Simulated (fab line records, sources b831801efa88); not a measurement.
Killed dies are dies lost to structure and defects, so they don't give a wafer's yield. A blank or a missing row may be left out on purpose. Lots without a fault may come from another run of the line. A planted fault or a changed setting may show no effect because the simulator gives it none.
Chamber matching | flow gf180mcu | GF_SAB_CVD_00 on pecvd-03: 3 sister chambers
The step deposits SiO2 from TEOS, target thk 50 nm, time 4.9302 s. 3 wafers are shown with their chamber, then 8 later ones without.

WAFERS WITH THEIR CHAMBER
wafer  | chamber | rf_fwd_power_W (W)
L077.1 | 0       | 583
L088.6 | 1       | 589
L089.1 | 2       | 590

WAFERS WITHOUT THEIR CHAMBER
wafer  | rf_fwd_power_W (W)
L089.3 | 590
L089.5 | 588
L095.1 | 590
L095.4 | 586
L095.6 | 591
L096.1 | 588
L096.4 | 585
L096.5 | 590

WHICH CHAMBER EACH WENT THROUGH
wafer  | from the rows above          | in truth
L089.3 | can't be placed: 2 or 1      | 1
L089.5 | can't be placed: 1 or 2      | 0
L095.1 | can't be placed: 2 or 1      | 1
L095.4 | can't be placed: 0 or 1 or 2 | 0
L095.6 | can't be placed: 2 or 1      | 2
L096.1 | can't be placed: 1 or 2      | 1
L096.4 | can't be placed: 0 or 1      | 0
L096.5 | can't be placed: 2 or 1      | 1
Placed correctly: 0 of 8. Can't be placed from these rows: 8 (the true chamber is among the candidates in 7). Placed wrongly: 0.
How it was worked out, from the rows above alone: a wafer's distance from a chamber is the root of the sum, over the readings, of the square of ((its reading less the chamber's mean) divided by the reading's scatter). The wafer belongs to the nearest chamber; if the next one is less than 2 further off, it can't be placed. A chamber's mean is the mean of its shown wafers. The scatter: with one shown wafer a chamber, the root of the mean of the squares of how far each hidden wafer lies from its nearest shown one.
